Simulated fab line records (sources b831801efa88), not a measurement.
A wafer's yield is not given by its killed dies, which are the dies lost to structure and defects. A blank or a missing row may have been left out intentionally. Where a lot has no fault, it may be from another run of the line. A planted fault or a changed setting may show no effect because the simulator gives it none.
fab line records	flow sky130
[record] lots = 6	wafers = 18	last-day = 50
route steps=708 shown LDD_P@264 LDD_HVN@267 LDD_HVP@278 LDD_LDN@289 SPACER@304 PAD_OPEN@708
lots with no fault: from the same line, run without faults
start-h: hours from the record's first day to the start of the lot's first wafer shown	wait-h: hours since the lot's step before	" identical to the entry in the row above	L1.1+2: a single row standing in for several wafers	- no value present, or no start provided	* or withheld: withheld	< > ~ a bound
route shown NAME@n: a module of which the file shows steps, and the number in the route of the first	usual: the fault-free wafers' mean and standard deviation	same: alike in all rows	chamber/n: place in a boat	sites: readings site by site	_std_site: standard deviation across them	_edge_site: outer sites' mean less inner sites'	radius-mm: how far each site lies from the wafer's centre	mask NAME#n: copy n	behind: the most recent tool/chamber to have shaped the wafer	hold: why the lot was held/for how many hours/how that ended	device: names the non-switching transistor (n, p or np)	end of line: the same wafers' tests at the end of the route	step lacking rows: just its recipe	killed: count of dies lost to structure and defects at first sort (not the wafer's yield)	map: per-die view of a wafer (x killed, . not killed, _ where there is no die)
set.NAME: setting as actually run; set.NAME@STEP: the setting as run at that earlier step	model.NAME: the simulator's own value behind a step, which no gauge read
lots at some steps of the route; a table a step, a row a wafer
services: a tool's chamber out of use, with start hour (start-h, from the record's first day; less than 0 if before it), hours out, and reason
[[steps]]
[step SKY_LDD_P_IMPLANT_09]
[recipe] species = BF2	energy-kev = 25	dose-cm2 = 1e+13	tilt-deg = withheld
[step SKY_LDD_P_STRIP_10]
[recipe] chemistry = O2/N2	power-w = 1400	pressure-mtorr = 1500	platen-temp-c = withheld	o2-flow-sccm = 3000	n2-flow-sccm = 300	overash-fraction = 0.5
[usual] drypump-motor-current-A = 5.8/0.51	oes-product-au = 0.716/0.0046	strip-time-to-endpoint-s = 14.17/0.031
lot.wafer	tool	chamber	start-h	wait-h	drypump-motor-current-A	oes-product-au	rf-hours-counter-h	strip-time-to-endpoint-s
L168.1	plasma-asher-04	0	549.38	0.1	5.8	0.714	90	14.16
L168.2	"	1	"	"	5.1	0.727	90	14.16
L168.6	"	0	"	"	5.8	0.722	-	14.19
L169.3	plasma-asher-03	1	551.47	0.1	5.6	0.708	-	14.15
L169.4	"	0	"	"	6.5	0.710	-	14.16
L169.6	"	0	"	"	6.5	0.713	-	14.17
L173.3	plasma-asher-01	1	592.11	0.1	6.3	0.714	-	14.10
L173.4	"	0	"	"	5.3	0.716	-	14.16
L173.5	"	1	"	"	6.3	0.711	-	14.15
L175.2	plasma-asher-01	1	611.71	0.1	6.3	0.713	19	14.13
L175.4	"	1	"	"	6.3	0.713	-	14.11
L175.5	"	1	"	"	6.3	0.709	-	14.17
L177.2	plasma-asher-01	0	612.36	0.1	5.3	0.720	19	14.15
L177.3	"	1	"	"	6.3	0.720	-	14.13
L177.5	"	1	"	"	6.3	0.712	-	14.17
L178.1	plasma-asher-03	1	630.13	0.1	5.5	0.708	86	14.18
L178.3	"	0	"	"	6.5	0.710	-	14.16
L178.4	"	1	"	"	5.6	0.717	-	14.17
[step SKY_LDD_P_TW_MEAS_11]
[usual] LDD_P_TW = 628/3.9
lot.wafer	tool	chamber	start-h	wait-h	LDD_P_TW
L168.1	film-metro-04	-	549.48	0.1	630
L168.2	"	-	"	"	633
L168.6	"	-	"	"	632
L169.3	film-metro-04	-	551.56	0.1	632
L169.4	"	-	"	"	633
L169.6	"	-	"	"	633
L173.3	film-metro-02	-	592.20	0.1	622
L173.4	"	-	"	"	624
L173.5	"	-	"	"	622
L175.2	film-metro-02	-	611.82	0.1	620
L175.4	"	-	"	"	627
L175.5	"	-	"	"	623
L177.2	film-metro-04	-	612.47	0.1	630
L177.3	"	-	"	"	631
L177.5	"	-	"	"	630
L178.1	film-metro-01	-	630.23	0.1	636
L178.3	"	-	"	"	632
L178.4	"	-	"	"	633
[step SKY_LDD_HVN_DEHYDRATE_00]
[recipe] temp-c = 200	time-s = 60
[step SKY_LDD_HVN_HMDS_01]
[recipe] prime-time-s = 60	prime-temp-c = 120
[step SKY_LDD_HVN_COAT_02]
[recipe] resist = NOVOLAK	spin-rpm = 3000	resist-thk-nm = 300
[step SKY_LDD_HVN_SOFTBAKE_03]
[recipe] temp-c = 90	time-s = 60	resist = NOVOLAK
[step SKY_LDD_HVN_EXPOSE_04]
[recipe] mask-id = HVNTM	na = 0.6	source-shape = conventional	sigma-outer = 0.6	polarization = unpolarized	target-cd-nm = 700	dose-mj = 127
[step SKY_LDD_HVN_PEB_05]
[recipe] temp-c = withheld	time-s = *	resist = NOVOLAK
[step SKY_LDD_HVN_DEVELOP_06]
[recipe] resist = NOVOLAK	developer = TMAH	develop-time-s = 60	dev-temp-c = 23
[step SKY_LDD_HVN_OVL_MEAS_07]
[usual] LDD_HVN_OVL = -0.9/1.4
lot.wafer	tool	chamber	start-h	wait-h	LDD_HVN_OVL[nm]
L168.1	overlay-02	-	579.47	0.1	0.5
L168.2	"	-	"	"	-2.8
L168.6	"	-	"	"	-1.1
L169.3	overlay-01	-	581.04	0.1	-2.2
L169.4	"	-	"	"	-2.4
L169.6	"	-	"	"	-3.2
L173.3	overlay-02	-	620.38	0.1	0.8
L173.4	"	-	"	"	-1.0
L173.5	"	-	"	"	-2.3
L175.2	overlay-02	-	640.18	0.1	-2.1
L175.4	"	-	"	"	0.7
L175.5	"	-	"	"	-0.1
L177.2	overlay-02	-	640.78	0.1	-1.5
L177.3	"	-	"	"	-1.6
L177.5	"	-	"	"	-0.8
L178.1	overlay-01	-	658.37	0.1	-0.2
L178.3	"	-	"	"	-2.7
L178.4	"	-	"	"	-2.1
[step SKY_LDD_HVN_IMPLANT_08]
[recipe] species = P	energy-kev = 60	dose-cm2 = 3e+13	tilt-deg = 40
[step SKY_LDD_HVN_STRIP_09]
[recipe] chemistry = O2/N2	power-w = 1400	pressure-mtorr = 1500	platen-temp-c = withheld	o2-flow-sccm = 3000	n2-flow-sccm = 300	overash-fraction = 0.5
[usual] drypump-motor-current-A = 5.7/0.44	oes-product-au = 0.408/0.0048	strip-time-to-endpoint-s = 4.139/0.012
lot.wafer	tool	chamber	start-h	wait-h	drypump-motor-current-A	oes-product-au	rf-hours-counter-h	strip-time-to-endpoint-s
L168.1	plasma-asher-04	1	579.66	0.1	5.1	0.403	93	4.121
L168.2	"	0	"	"	5.8	0.412	93	4.140
L168.6	"	1	"	"	5.1	0.417	-	4.128
L169.3	plasma-asher-04	0	581.24	0.1	5.8	0.407	-	4.132
L169.4	"	1	"	"	5.1	0.400	-	4.133
L169.6	"	1	"	"	5.1	0.417	-	4.141
L173.3	plasma-asher-02	0	620.59	0.1	5.9	0.407	-	4.140
L173.4	"	1	"	"	5.4	0.410	-	4.153
L173.5	"	1	"	"	5.3	0.397	-	4.142
L175.2	plasma-asher-03	1	640.36	0.1	5.6	0.407	87	4.132
L175.4	"	0	"	"	6.5	0.404	-	4.118
L175.5	"	0	"	"	6.4	0.408	-	4.119
L177.2	plasma-asher-02	0	640.96	0.1	5.9	0.407	47	4.153
L177.3	"	1	"	"	5.3	0.413	-	4.148
L177.5	"	0	"	"	5.9	0.412	-	4.153
L178.1	plasma-asher-03	0	658.56	0.1	6.5	0.408	88	4.138
L178.3	"	0	"	"	6.5	0.403	-	4.141
L178.4	"	1	"	"	5.6	0.404	-	4.135
[step SKY_LDD_HVN_TW_MEAS_10]
[usual] LDD_HVN_TW = 1429/19
lot.wafer	tool	chamber	start-h	wait-h	LDD_HVN_TW
L168.1	film-metro-01	-	579.76	0.1	1428
L168.2	"	-	"	"	1421
L168.6	"	-	"	"	1423
L169.3	film-metro-02	-	581.33	0.1	1414
L169.4	"	-	"	"	1415
L169.6	"	-	"	"	1407
L173.3	film-metro-01	-	620.68	0.1	1428
L173.4	"	-	"	"	1421
L173.5	"	-	"	"	1431
L175.2	film-metro-02	-	640.47	0.1	1410
L175.4	"	-	"	"	1412
L175.5	"	-	"	"	1413
L177.2	film-metro-02	-	641.07	0.1	1403
L177.3	"	-	"	"	1416
L177.5	"	-	"	"	1416
L178.1	film-metro-01	-	658.66	0.1	1428
L178.3	"	-	"	"	1434
L178.4	"	-	"	"	1419
[step SKY_LDD_HVP_DEHYDRATE_00]
[recipe] temp-c = 200	time-s = 60
[step SKY_LDD_HVP_HMDS_01]
[recipe] prime-time-s = 60	prime-temp-c = 120
[step SKY_LDD_HVP_COAT_02]
[recipe] resist = NOVOLAK	spin-rpm = 3000	resist-thk-nm = 300
[step SKY_LDD_HVP_SOFTBAKE_03]
[recipe] temp-c = 90	time-s = 60	resist = NOVOLAK
[step SKY_LDD_HVP_EXPOSE_04]
[recipe] mask-id = HVPTM	na = 0.6	source-shape = conventional	sigma-outer = 0.6	polarization = unpolarized	target-cd-nm = 700	dose-mj = 86
[step SKY_LDD_HVP_PEB_05]
[recipe] temp-c = withheld	time-s = *	resist = NOVOLAK
[step SKY_LDD_HVP_DEVELOP_06]
[recipe] resist = NOVOLAK	developer = TMAH	develop-time-s = 60	dev-temp-c = 23
[step SKY_LDD_HVP_OVL_MEAS_07]
[usual] LDD_HVP_OVL = -0.5/1.2
lot.wafer	tool	chamber	start-h	wait-h	LDD_HVP_OVL[nm]
L168.1	overlay-01	-	608.80	0.1	0.2
L168.2	"	-	"	"	1.6
L168.6	"	-	"	"	0.3
L169.3	overlay-01	-	611.05	0.1	1.4
L169.4	"	-	"	"	-0.8
L169.6	"	-	"	"	-2.3
L173.3	overlay-01	-	648.73	0.1	-0.6
L173.4	"	-	"	"	-0.1
L173.5	"	-	"	"	1.5
L175.2	overlay-01	-	668.99	0.1	-0.4
L175.4	"	-	"	"	-1.1
L175.5	"	-	"	"	-2.9
L177.2	overlay-01	-	669.63	0.1	-1.3
L177.3	"	-	"	"	-2.0
L177.5	"	-	"	"	-1.3
L178.1	overlay-01	-	687.47	0.1	0.8
L178.3	"	-	"	"	1.6
L178.4	"	-	"	"	-1.4
[step SKY_LDD_HVP_IMPLANT_08]
[recipe] species = B	energy-kev = 20	dose-cm2 = 1.7e+13	tilt-deg = 17.9
[step SKY_LDD_HVP_STRIP_09]
[recipe] chemistry = O2/N2	power-w = 1400	pressure-mtorr = 1500	platen-temp-c = withheld	o2-flow-sccm = 3000	n2-flow-sccm = 300	overash-fraction = 0.5
[usual] drypump-motor-current-A = 5.8/0.45	oes-product-au = 0.408/0.0045	strip-time-to-endpoint-s = 4.144/0.015
lot.wafer	tool	chamber	start-h	wait-h	drypump-motor-current-A	oes-product-au	rf-hours-counter-h	strip-time-to-endpoint-s
L168.1	plasma-asher-01	0	608.99	0.1	5.3	0.407	18	4.175
L168.2	"	1	"	"	6.3	0.411	18	4.159
L168.6	"	0	"	"	5.3	0.415	-	4.159
L169.3	plasma-asher-02	1	611.25	0.1	5.4	0.407	-	4.158
L169.4	"	0	"	"	5.9	0.404	-	4.166
L169.6	"	0	"	"	5.9	0.412	-	4.154
L173.3	plasma-asher-02	0	648.94	0.1	5.9	0.411	-	4.136
L173.4	"	1	"	"	5.4	0.409	-	4.128
L173.5	"	1	"	"	5.4	0.402	-	4.142
L175.2	plasma-asher-01	1	669.17	0.1	6.3	0.399	24	4.131
L175.4	"	0	"	"	5.3	0.401	-	4.150
L175.5	"	0	"	"	5.3	0.406	-	4.124
L177.2	plasma-asher-01	1	669.81	0.1	6.3	0.406	25	4.130
L177.3	"	0	"	"	5.3	0.412	-	4.132
L177.5	"	1	"	"	6.3	0.409	-	4.126
L178.1	plasma-asher-03	0	687.68	0.2	6.5	0.415	92	4.144
L178.3	"	0	"	"	6.5	0.403	-	4.164
L178.4	"	1	"	"	5.6	0.410	-	4.169
[step SKY_LDD_HVP_TW_MEAS_10]
[usual] LDD_HVP_TW = 456/5.4
lot.wafer	tool	chamber	start-h	wait-h	LDD_HVP_TW
L168.1	film-metro-01	-	609.09	0.1	451
L168.2	"	-	"	"	453
L168.6	"	-	"	"	451
L169.3	film-metro-04	-	611.34	0.1	453
L169.4	"	-	"	"	454
L169.6	"	-	"	"	454
L173.3	film-metro-01	-	649.03	0.1	451
L173.4	"	-	"	"	454
L173.5	"	-	"	"	451
L175.2	film-metro-04	-	669.28	0.1	451
L175.4	"	-	"	"	452
L175.5	"	-	"	"	452
L177.2	film-metro-04	-	669.92	0.1	452
L177.3	"	-	"	"	454
L177.5	"	-	"	"	452
L178.1	film-metro-03	-	687.78	0.1	459
L178.3	"	-	"	"	459
L178.4	"	-	"	"	460
[step SKY_LDD_LDN_DEHYDRATE_00]
[recipe] temp-c = 200	time-s = 60
[step SKY_LDD_LDN_HMDS_01]
[recipe] prime-time-s = 60	prime-temp-c = 120
[step SKY_LDD_LDN_COAT_02]
[recipe] resist = NOVOLAK	spin-rpm = 3000	resist-thk-nm = 1140
[step SKY_LDD_LDN_SOFTBAKE_03]
[recipe] temp-c = 90	time-s = 60	resist = NOVOLAK
[step SKY_LDD_LDN_EXPOSE_04]
[recipe] mask-id = LDNTM	na = 0.6	source-shape = conventional	sigma-outer = 0.6	polarization = unpolarized	target-cd-nm = 700	dose-mj = 140
[step SKY_LDD_LDN_PEB_05]
[recipe] temp-c = withheld	time-s = *	resist = NOVOLAK
[step SKY_LDD_LDN_DEVELOP_06]
[recipe] resist = NOVOLAK	developer = TMAH	develop-time-s = 60	dev-temp-c = 23
[step SKY_LDD_LDN_OVL_MEAS_07]
[usual] LDD_LDN_OVL = -0.5/1.5
lot.wafer	tool	chamber	start-h	wait-h	LDD_LDN_OVL[nm]
L168.1	overlay-01	-	637.37	0.1	-0.3
L168.2	"	-	"	"	0.0
L168.6	"	-	"	"	-1.7
L169.3	overlay-01	-	639.58	0.1	2.0
L169.4	"	-	"	"	4.5
L169.6	"	-	"	"	0.9
L173.3	overlay-01	-	677.99	0.1	-3.1
L173.4	"	-	"	"	-1.1
L173.5	"	-	"	"	-0.5
L175.2	overlay-02	-	697.68	0.1	0.2
L175.4	"	-	"	"	0.8
L175.5	"	-	"	"	-1.7
L177.2	overlay-01	-	698.16	0.1	-2.2
L177.3	"	-	"	"	0.5
L177.5	"	-	"	"	0.5
L178.1	overlay-02	-	715.22	0.1	0.9
L178.3	"	-	"	"	-1.6
L178.4	"	-	"	"	-0.5
[step SKY_LDD_LDN_IMPLANT_08]
[recipe] species = As	energy-kev = 15	dose-cm2 = 1.25e+13	tilt-deg = withheld	rotation-deg = 23
[step SKY_LDD_LDN_IMPLANT_09]
[recipe] species = As	energy-kev = 15	dose-cm2 = 1.25e+13	tilt-deg = withheld	rotation-deg = 113
[step SKY_LDD_LDN_IMPLANT_10]
[recipe] species = As	energy-kev = 15	dose-cm2 = 1.25e+13	tilt-deg = withheld	rotation-deg = 203
[step SKY_LDD_LDN_IMPLANT_11]
[recipe] species = As	energy-kev = 15	dose-cm2 = 1.25e+13	tilt-deg = withheld	rotation-deg = 293
[step SKY_LDD_LDN_STRIP_12]
[recipe] chemistry = O2/N2	power-w = 1400	pressure-mtorr = 1500	platen-temp-c = withheld	o2-flow-sccm = 3000	n2-flow-sccm = 300	overash-fraction = 0.5
[usual] drypump-motor-current-A = 5.6/0.41	oes-product-au = 0.715/0.0049	strip-time-to-endpoint-s = 14.20/0.042
lot.wafer	tool	chamber	start-h	wait-h	drypump-motor-current-A	oes-product-au	rf-hours-counter-h	strip-time-to-endpoint-s
L168.1	plasma-asher-04	0	638.01	0.1	5.8	0.718	99	14.16
L168.2	"	1	"	"	5.1	0.724	99	14.19
L168.6	"	0	"	"	5.8	0.717	-	14.21
L169.3	plasma-asher-04	0	640.24	0.1	5.8	0.718	-	14.08
L169.4	"	1	"	"	5.1	0.709	-	14.16
L169.6	"	1	"	"	5.1	0.717	-	14.16
L173.3	plasma-asher-01	1	678.64	0.1	6.3	0.717	-	14.21
L173.4	"	0	"	"	5.3	0.717	-	14.19
L173.5	"	1	"	"	6.3	0.704	-	14.17
L175.2	plasma-asher-01	1	698.31	0.1	6.3	0.715	28	14.28
L175.4	"	0	"	"	5.3	0.718	-	14.31
L175.5	"	0	"	"	5.3	0.708	-	14.26
L177.2	plasma-asher-02	0	698.79	0.1	5.9	0.707	54	14.19
L177.3	"	1	"	"	5.3	0.719	-	14.19
L177.5	"	0	"	"	5.9	0.712	-	14.21
L178.1	plasma-asher-01	1	715.94	0.1	6.3	0.716	29	14.20
L178.3	"	1	"	"	6.3	0.714	-	14.24
L178.4	"	0	"	"	5.3	0.715	-	14.22
[step SKY_LDD_LDN_TW_MEAS_13]
[usual] LDD_LDN_TW = 1474/20
lot.wafer	tool	chamber	start-h	wait-h	LDD_LDN_TW
L168.1	film-metro-03	-	638.11	0.1	1498
L168.2	"	-	"	"	1497
L168.6	"	-	"	"	1509
L169.3	film-metro-03	-	640.33	0.1	1490
L169.4	"	-	"	"	1492
L169.6	"	-	"	"	1499
L173.3	film-metro-03	-	678.73	0.1	1486
L173.4	"	-	"	"	1506
L173.5	"	-	"	"	1495
L175.2	film-metro-03	-	698.42	0.1	1503
L175.4	"	-	"	"	1501
L175.5	"	-	"	"	1499
L177.2	film-metro-02	-	698.90	0.1	1463
L177.3	"	-	"	"	1455
L177.5	"	-	"	"	1457
L178.1	film-metro-04	-	716.04	0.1	1457
L178.3	"	-	"	"	1467
L178.4	"	-	"	"	1458
[step SKY_LDD_LDN_CLEAN_14]
[recipe] chemistry = SC1/SC2	mix = 1:4:20	temp-c = 70	time-s = 150	dry = n2-spin
[step SKY_SPACER_CVD_00]
[recipe] material = Si3N4	precursor = DCS/NH3	target-thk-nm = 43.1	temp-c = 770	time-s = 740	pressure-mtorr = 250
[step SKY_SPACER_THK_MEAS_01]
[recipe] reads = Si3N4_of_SPACER_CVD_00
[usual] SPACER_CVD_00_THK = 42.9/0.39
lot.wafer	tool	chamber	start-h	wait-h	SPACER_CVD_00_THK[nm]
L168.1	film-metro-01	-	641.12	0.0	43.4
L168.2	"	-	"	"	43.1
L168.6	"	-	"	"	42.9
L169.3	film-metro-04	-	643.92	0.0	42.7
L169.4	"	-	"	"	42.9
L169.6	"	-	"	"	42.9
L173.3	film-metro-04	-	680.99	0.0	42.9
L173.4	"	-	"	"	43.2
L173.5	"	-	"	"	42.8
L175.2	film-metro-01	-	700.22	0.0	42.8
L175.4	"	-	"	"	42.8
L175.5	"	-	"	"	42.9
L177.2	film-metro-02	-	700.22	0.0	43.1
L177.3	"	-	"	"	43.2
L177.5	"	-	"	"	43.3
L178.1	film-metro-04	-	717.36	0.0	42.3
L178.3	"	-	"	"	42.0
L178.4	"	-	"	"	42.2
[step SKY_PAD_OPEN_PROBE_99]
[usual] killed_at_M0_to_M3 = 44/7.3	killed_at_M4_up = 3.5/1.8	killed-at-contacts = 24/5.8	killed-at-front-end = 16/4.3	killed-at-other = 0.5/0.68	killed-dies = 88/9.4	killed-on-rim = 17/3.7	killed-open = 48/6.8	killed-short = 40/6.1
[same] gross-dies = 492	killed-at-back-side = 0
lot.wafer	tool	chamber	start-h	wait-h	killed_at_M0_to_M3	killed_at_M4_up	killed-at-contacts	killed-at-front-end	killed-at-other	killed-dies	killed-on-rim	killed-open	killed-short
L169.3	prober-02	-	1153.84	0.2	41	3	29	42	0	115	32	60	39
L169.4	prober-02	-	1153.89	0.2	42	2	26	24	0	94	22	46	48
L169.6	prober-02	-	1153.99	0.2	43	3	25	20	1	92	18	50	41
L168.1	prober-01	-	1155.25	0.1	48	3	29	24	0	104	14	62	39
L168.2	prober-01	-	1155.30	0.1	48	4	29	41	0	122	32	54	48
L168.6	prober-01	-	1155.50	0.2	44	2	31	18	1	96	22	51	44
L173.3	prober-02	-	1181.33	0.2	49	5	33	14	0	101	24	59	41
L173.4	prober-02	-	1181.38	0.2	51	3	17	10	1	82	17	40	40
L173.5	prober-02	-	1181.43	0.2	24	3	17	17	1	62	15	28	30
L177.2	prober-02	-	1187.77	0.1	47	3	19	18	0	87	13	50	37
L177.3	prober-02	-	1187.82	0.2	39	0	19	16	0	74	17	40	34
L177.5	prober-02	-	1187.92	0.2	40	4	22	14	1	81	12	48	32
// killed by level:class
L169.3 LDD_HVN:unspecified=16 LI_CONTACT:geometric-particle:open=11 CONTACT:geometric-particle:open=11 VIA1:geometric-particle:open=8 METAL1:geometric-particle:short=7 POLY_GATE:geometric-particle:short=7 FIELD_ISO:geometric-particle:open=6 METAL2:geometric-particle:short=6
L169.4 CONTACT:geometric-particle:open=8 VIA1:geometric-particle:open=8 METAL2:geometric-particle:short=8 POLY_GATE:geometric-particle:open=7 LI_CONTACT:geometric-particle:open=7 LOCAL_INTERCONNECT:geometric-particle:short=6 FIELD_ISO:geometric-particle:short=5 POLY_GATE:geometric-particle:short=5
L169.6 METAL1:geometric-particle:short=8 LI_CONTACT:geometric-particle:open=8 VIA1:geometric-particle:open=8 CONTACT:geometric-particle:open=6 VIA2:geometric-particle:open=6 FIELD_ISO:geometric-particle:open=5 CONTACT:geometric-particle:short=5 VIA3:geometric-particle:open=5
L168.1 VIA3:geometric-particle:open=12 VIA1:geometric-particle:open=12 CONTACT:geometric-particle:open=10 METAL1:geometric-particle:short=7 LI_CONTACT:geometric-particle:open=6 CONTACT:geometric-particle:short=6 FIELD_ISO:geometric-particle:open=5 FIELD_ISO:geometric-particle:short=4
L168.2 LDD_HVN:unspecified=19 CONTACT:geometric-particle:open=12 VIA3:geometric-particle:open=10 VIA2:geometric-particle:open=8 LI_CONTACT:geometric-particle:open=7 METAL1:geometric-particle:short=6 METAL3:geometric-particle:short=6 FIELD_ISO:geometric-particle:open=5
L168.6 VIA1:geometric-particle:open=13 LI_CONTACT:geometric-particle:open=10 CONTACT:geometric-particle:open=9 VIA3:geometric-particle:open=6 CONTACT:geometric-particle:short=5 FIELD_ISO:geometric-particle:short=4 POLY_GATE:geometric-particle:open=4 LI_CONTACT:geometric-particle:short=4
L173.3 VIA1:geometric-particle:open=19 CONTACT:geometric-particle:open=10 CONTACT:geometric-particle:short=8 LI_CONTACT:geometric-particle:open=7 VIA3:geometric-particle:open=6 METAL2:geometric-particle:short=6 VIA2:geometric-particle:open=6 METAL3:geometric-particle:short=4
L173.4 VIA1:geometric-particle:open=11 METAL1:geometric-particle:short=8 VIA2:geometric-particle:open=7 METAL2:geometric-particle:short=7 CONTACT:geometric-particle:open=6 LI_CONTACT:geometric-particle:open=5 VIA1:geometric-particle:short=4 VIA3:geometric-particle:open=4
L173.5 VIA1:geometric-particle:open=5 LI_CONTACT:geometric-particle:open=5 LOCAL_INTERCONNECT:geometric-particle:short=5 VIA1:geometric-particle:short=5 POLY_GATE:geometric-particle:short=4 POLY_GATE:geometric-particle:open=3 CONTACT:geometric-particle:open=3 VIA2:geometric-particle:open=3
L177.2 VIA2:geometric-particle:open=11 VIA1:geometric-particle:open=10 LI_CONTACT:geometric-particle:open=8 VIA1:geometric-particle:short=6 METAL2:geometric-particle:short=6 CONTACT:geometric-particle:open=5 METAL1:geometric-particle:short=5 FIELD_ISO:geometric-particle:open=4
L177.3 VIA1:geometric-particle:open=11 LI_CONTACT:geometric-particle:open=10 CONTACT:geometric-particle:open=6 POLY_GATE:geometric-particle:short=5 VIA2:geometric-particle:open=5 VIA3:geometric-particle:short=5 METAL1:geometric-particle:short=4 FIELD_ISO:geometric-particle:short=3
L177.5 CONTACT:geometric-particle:open=10 VIA1:geometric-particle:open=10 FIELD_ISO:geometric-particle:open=6 LI_CONTACT:geometric-particle:open=5 VIA3:geometric-particle:short=5 VIA2:geometric-particle:open=5 METAL1:geometric-particle:short=5 METAL3:geometric-particle:short=5
// map L168.2 (x killed, . not)
__________.........._________
________..xx....xx..x._______
______...x.........x.x.._____
_____..xx..............xx____
____..xx...x.x............___
___x.....x.x.x.....x..x....__
__x..x..x...xx...x.....x..xx_
_..x..xxxxx.x....x.x.x.......
_x..xx....xxx................
_....x..x............x....x..
_x............x..x.......x.x.
_...........x..x.x.......x.x.
_..x.......................xx
_....x..x.x...x..x......xx.xx
_xx..x.x....x.....x.xx.xx.x.x
__xxxxx..............x...xx._
___xxxxx......xx........xx.__
____xxx.....x.x...........___
_____xxx...x..x....x...x.____
______x.........x......._____
________..xx..x......._______
__________.x..x...x._________
// map L169.3 (x killed, . not)
__________......xxx._________
________.x.x.........._______
______.x..........x....._____
_____..xx..x..x.x.....x.x____
____...x.x.....x.....x.x..___
___x..xx...x...x..x........__
__x...x...........x.x..x..x._
_.xx....x.xx...........x...xx
_.x.....x...x.xx.xxx......x..
_...x.x...xx....x.....x.x....
_............x....x..x.......
_...x.x..x.........x....x...x
_......x..............x..x...
_...x.xxx...x...xx......x....
_.x..............x.x...x.....
__xx..xx.......x..........x._
___xxx....x....x..x...x....__
____xx.x...x...x.......x.x___
_____xxx....x......xx....____
______xx...............x_____
________.x..x.x....x.._______
__________x.x......x_________
[[services]]
tool	chamber	start-h	hours	kind
plasma-asher-04	-	573.65	2.3	repair
plasma-asher-03	-	601.60	2.7	repair
plasma-asher-03	-	641.69	2.8	pm
plasma-asher-04	-	681.52	15.6	pm
plasma-asher-01	-	686.82	2.7	repair
plasma-asher-04	-	701.37	1.6	repair
[[key]]
[first-sign] step = SKY_PAD_OPEN_PROBE_99	reading = killed-at-front-end	direction = up	sigmas = 6	usual = 16	struck = 42
[effect] step = SKY_PAD_OPEN_PROBE_99	reading = killed-on-rim	direction = up	sigmas = 4	usual = 17	struck = 32
met-at SKY_LDD_HVN_STRIP_09
struck-wafers L168.2,L169.3
tester-left-out L168,L169
[fault] kind = chamber-particle-source	tool = plasma-asher-04	chamber = 0	onset-h = 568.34	steps = SKY_LDD_HVN_STRIP_09	rate-per-visit-cm2 = 0.48192	end-h = 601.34
// tester-left-out: of these lots the tester's yield and bins aren't shown, on N5 and GAA mostly nor the transistor test; their killed dies are dies lost to structure and defects alone, not to doping, threshold or leakage, so they don't give the yield
